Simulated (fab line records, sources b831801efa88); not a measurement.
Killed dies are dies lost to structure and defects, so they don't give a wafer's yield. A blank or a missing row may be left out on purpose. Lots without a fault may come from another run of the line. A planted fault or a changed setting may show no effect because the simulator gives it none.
A struck lot beside a sound one | flow sky130 | 43 steps out of a route of 708
Sound: wafers L333.2, L333.3, L333.4. Struck: wafers L350.2, L350.4, L350.6. The cause comes at the end.
At each step with rows: each side's tool, then ch and its chambers, then its first start. Under that, the readings that differ: sound wafers | struck wafers | difference of the means | sigmas: that difference in standard deviations of wafers without a fault.
alike: readings whose means differ by less than 2 such deviations, and words and numbers that are the same on both sides. not compared: withheld readings, readings that some wafer has no value for, bounds like >300 that may hide the same value, and numbers for which the record gives no deviation and whose values overlap.
The two part at a step that has a row with sigmas, a row that says differs or no value, or rows on one side only. Numbers that don't overlap but have no deviation are shown without sigmas and don't part them. A reading that every wafer of one side lacks parts them only if that side has two wafers or more.

first, 1 step without rows for these wafers: SKY_VIA1_ETCH_14 (etches BARC in N2/H2, stops on SiO2, time 45.9 s, target depth 60 nm).
SKY_VIA1_ETCH_15: etches SiO2 in C4F8/O2/Ar, stops on TiN, target depth 351 nm, time 54 s.
  sound on rie_diel-02 ch 0,2,3, day 34 10:47; struck on rie_diel-04 ch 2,3, day 39 09:56
  alike: bias_w, oes_product_au, rf_fwd_power_W
  not compared: rf_hours_counter_h
then, 4 steps without rows for these wafers: SKY_VIA1_STRIP_16 (strips in O2/N2); SKY_VIA1_STRIP_17 (strips in post etch residue remover, time 1200 s); SKY_VIA1_CLEAN_18 (cleans in IPA, time 180 s); SKY_VIA1_CLEAN_19 (cleans in O3/DIW).
SKY_VIA1_SPUTTER_20: material TiN, target thk 20 nm, time 80 s.
  sound on pvd_sputter-02, day 34 11:26; struck on pvd_sputter-01, day 39 10:35
  reading                | sound          | struck         | difference | sigmas
  throttle_valve_pct (%) | 31.7 30.4 30.8 | 30.1 29.3 29.4 | -1.4       | -2
then, 1 step without rows for these wafers: SKY_VIA1_CVD_21 (deposits W, target thk 270 nm, time 80.902 s).
SKY_VIA1_RS_MEAS_22: measures by four-point-probe.
  sound on film_metro-04, day 34 11:37; struck on film_metro-03, day 39 10:45
  alike: VIA1_W_RS
SKY_VIA1_THK_MEAS_23: measures by xrf.
  sound on film_metro-04, day 34 11:43; struck on film_metro-03, day 39 10:52
  alike: VIA1_W_THK
SKY_VIA1_CMP_24: polishes, stops on SiO2, t overpolish 15 s, target thk 0 nm.
  sound on cmp-02 ch 1,2,3, day 34 11:52; struck on cmp-02 ch 1,3, day 39 10:58
  alike: head_pressure_psi, motor_current_A, overpolish_run_s, time_to_endpoint_s
then, 1 step without rows for these wafers: SKY_METAL2_SPUTTER_00 (material Ti, target thk 15 nm, time 10 s).
SKY_METAL2_SPUTTER_01: material TiN, target thk 20 nm, time 16.7 s.
  sound on pvd_sputter-03, day 34 12:11; struck on pvd_sputter-04, day 39 11:14
  alike: throttle_valve_pct
then, 2 steps without rows for these wafers: SKY_METAL2_SPUTTER_02 (material AlCu, target thk 250 nm, time 13.3 s); SKY_METAL2_SPUTTER_03 (material Ti, target thk 5 nm, time 3.3 s).
SKY_METAL2_SPUTTER_04: material TiN, target thk 70 nm, time 58.3 s.
  sound on pvd_sputter-03, day 34 12:15; struck on pvd_sputter-04, day 39 11:18
  alike: throttle_valve_pct
SKY_METAL2_RS_MEAS_05: measures by four-point-probe.
  sound on film_metro-04, day 34 12:19; struck on film_metro-03, day 39 11:22
  reading                 | sound                | struck               | difference | sigmas
  METAL2_ALCU_RS (ohm/sq) | 0.1250 0.1242 0.1255 | 0.1288 0.1304 0.1298 | +0.0048    | +3
SKY_METAL2_THK_MEAS_06: measures by xrf.
  sound on film_metro-04, day 34 12:26; struck on film_metro-03, day 39 11:29
  alike: METAL2_ALCU_THK
then, 8 steps without rows for these wafers: SKY_METAL2_DEHYDRATE_07 (time 60 s); SKY_METAL2_HMDS_08 (prime time 60 s); SKY_METAL2_COAT_09 (resist thk 60 nm); SKY_METAL2_COAT_10 (resist thk 450 nm); SKY_METAL2_SOFTBAKE_11 (time 90 s); SKY_METAL2_EXPOSE_12 (exposes mask MM2, target cd 140 nm); SKY_METAL2_PEB_13; SKY_METAL2_DEVELOP_14 (develop time 60 s).
SKY_METAL2_CD_MEAS_15: target cd 140 nm.
  sound on cd_sem-01, day 35 14:58; struck on cd_sem-02, day 40 12:52
  alike: cd_nm
SKY_METAL2_OVL_MEAS_16:
  sound on overlay-01, day 35 15:04; struck on overlay-02, day 40 12:58
  alike: METAL2_OVL
then, 8 steps without rows for these wafers: SKY_METAL2_DESCUM_17 (chemistry O2, time 8 s); SKY_METAL2_ETCH_18 (etches BARC in N2/H2, stops on SiO2, time 45.9 s, target depth 60 nm); SKY_METAL2_METAL_ETCH_19 (etches the open film in Cl2/BCl3, stops on SiO2, target depth 360 nm, time 78 s); SKY_METAL2_STRIP_20 (strips in O2/N2); SKY_METAL2_STRIP_21 (strips in post etch residue remover, time 1200 s); SKY_METAL2_CLEAN_22 (cleans in IPA, time 180 s); SKY_METAL2_CLEAN_23 (cleans in O3/DIW); SKY_VIA2_HDPCVD_00 (deposits SiO2, target thk 1180 nm, time 196.7 s).
SKY_VIA2_THK_MEAS_01:
  sound on film_metro-01, day 35 16:12; struck on film_metro-01, day 40 13:55
  alike: VIA2_HDPCVD_THK
SKY_VIA2_CMP_02: polishes SiO2.
  sound on cmp-02 ch 0,1,3, day 35 16:15; struck on cmp-02 ch 0,1,2, day 40 14:02
  alike: head_pressure_psi, motor_current_A
SKY_VIA2_BOW_MEAS_03:
  sound on film_metro-01, day 35 16:34; struck on film_metro-02, day 40 14:19
  alike: VIA2_BOW
then, 3 steps without rows for these wafers: SKY_VIA2_DEHYDRATE_04 (time 60 s); SKY_VIA2_HMDS_05 (prime time 60 s); SKY_VIA2_COAT_06 (resist thk 60 nm).
-- the record jumps here: 9 days lie between the struck wafers' starts before and after (it left off in module VIA2 and takes up again in module PAD_OPEN, whose first step shown is number 708 of the route) --
SKY_PAD_OPEN_PROBE_99:
  the record has rows for the struck wafers here (prober-01, day 49 19:25) and none for the sound ones

WHERE THEY PART
First at SKY_VIA1_SPUTTER_20; last, within this record, at SKY_PAD_OPEN_PROBE_99.

WHY: what the simulator had put in
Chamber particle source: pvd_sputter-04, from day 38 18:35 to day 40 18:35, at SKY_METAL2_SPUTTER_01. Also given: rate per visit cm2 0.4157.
